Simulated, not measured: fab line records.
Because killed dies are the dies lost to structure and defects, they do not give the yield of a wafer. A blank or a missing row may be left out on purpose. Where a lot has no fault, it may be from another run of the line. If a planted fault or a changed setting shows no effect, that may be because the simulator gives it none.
Check for tools in common + flow gf180mcu + Sampled: 14 lots, 42 wafers

## THE REASON FOR OPENING IT
Of 14 lots, 2 have the reading STI_OXIDATION_THK flagged at GF_STI_THK_MEAS_02. Wafers without a fault read 10.04 nm, standard deviation 0.15.
Rule: a lot is flagged in two cases, either no wafer of it has a number, or all its wafers with numbers fall more than 4 standard deviations from that mean. The other lots count as sound.

| lot  | measured    | on            | STI_OXIDATION_THK (nm), wafer by wafer | flag    |
|------|-------------|---------------|----------------------------------------|---------|
| L370 | day 1 11:31 | film metro-04 | 9.81 9.82 10.06                        |         |
| L371 | day 1 16:34 | film metro-03 | 10.17 10.10 10.30                      |         |
| L372 | day 1 22:10 | film metro-01 | 11.19 11.23 11.22                      | FLAGGED |
| L373 | day 2 02:31 | film metro-01 | 11.60 11.47 11.48                      | FLAGGED |
| L375 | day 2 13:40 | film metro-03 | 9.93 9.96 10.15                        |         |
| L383 | day 4 04:31 | film metro-01 | 10.14 10.06 10.07                      |         |
| L386 | day 4 19:31 | film metro-04 | 10.18 10.13 10.09                      |         |
| L387 | day 5 00:33 | film metro-03 | 10.08 10.11 10.12                      |         |
| L388 | day 5 05:31 | film metro-04 | 10.14 9.97 10.01                       |         |
| L389 | day 5 11:13 | film metro-04 | 10.12 10.14 9.99                       |         |
| L390 | day 5 17:05 | film metro-03 | 10.04 10.18 10.07                      |         |
| L391 | day 6 00:05 | film metro-03 | 9.88 9.78 9.68                         |         |
| L392 | day 6 08:14 | film metro-03 | 9.71 9.67 9.65                         |         |
| L393 | day 6 08:14 | film metro-01 | 10.07 10.00 9.90                       |         |
The numbers of the flagged lots are 11.37 nm on average: +1.33 nm against the usual, or +9 standard deviations.

## WHICH TOOL EACH LOT WENT THROUGH
The record keeps 1 process step preceding the reading, out of 602 steps on the route. Each cell gives the tool, then ch followed by the chambers the sampled wafers passed through, then the start.
| lot  | flag    | GF_STI_OXIDATION_01          |
|------|---------|------------------------------|
| L370 |         | furnace-01 ch 0, day 1 10:07 |
| L371 |         | furnace-01 ch 0, day 1 15:10 |
| L372 | FLAGGED | furnace-01 ch 0, day 1 20:46 |
| L373 | FLAGGED | furnace-01 ch 0, day 2 01:07 |
| L375 |         | furnace-02 ch 0, day 2 12:16 |
| L383 |         | furnace-02 ch 0, day 4 03:07 |
| L386 |         | furnace-01 ch 0, day 4 18:07 |
| L387 |         | furnace-02 ch 0, day 4 23:10 |
| L388 |         | furnace-02 ch 0, day 5 04:07 |
| L389 |         | furnace-02 ch 0, day 5 09:50 |
| L390 |         | furnace-02 ch 0, day 5 15:41 |
| L391 |         | furnace-02 ch 0, day 5 22:40 |
| L392 |         | furnace-02 ch 0, day 6 06:50 |
| L393 |         | furnace-02 ch 0, day 6 06:50 |
What is done by these steps:
- GF_STI_OXIDATION_01: stabilise 600 s, purge 300 s, target thk 10 nm.
- GF_STI_THK_MEAS_02

## FLAGGED OVER TOTAL, TOOL BY TOOL (the gauges that took the reading come last)
| step                | tool          | lots run | flagged | share of the flagged lots | sound lots run after its first flagged lot |
|---------------------|---------------|----------|---------|---------------------------|--------------------------------------------|
| GF_STI_OXIDATION_01 | furnace-01    | 5        | 2       | all                       | 1 (L386)                                   |
| GF_STI_OXIDATION_01 | furnace-02    | 9        | 0       | none                      | -                                          |
| GF_STI_THK_MEAS_02  | film metro-01 | 4        | 2       | all                       | 2 (L383,L393)                              |
| GF_STI_THK_MEAS_02  | film metro-03 | 6        | 0       | none                      | -                                          |
| GF_STI_THK_MEAS_02  | film metro-04 | 4        | 0       | none                      | -                                          |

## WHAT IS ALLOWED BY THE TABLE
furnace-01 at GF_STI_OXIDATION_01 and film metro-01 at GF_STI_THK_MEAS_02 are the 2 rows of the table that ran each flagged lot.
- furnace-01 at GF_STI_OXIDATION_01: 2 of its 5 lots flagged. After the first flagged lot (L386), sound lots still ran on it; a lasting fault on the whole tool would not permit that.
- film metro-01 at GF_STI_THK_MEAS_02: 2 of its 4 lots flagged. After the first flagged lot (L383, L393), sound lots still ran on it; a lasting fault on the whole tool would not permit that.
No row of the table ran every flagged lot and no sound lot after the first.

## WHAT HAD BEEN PUT IN BY THE SIMULATOR
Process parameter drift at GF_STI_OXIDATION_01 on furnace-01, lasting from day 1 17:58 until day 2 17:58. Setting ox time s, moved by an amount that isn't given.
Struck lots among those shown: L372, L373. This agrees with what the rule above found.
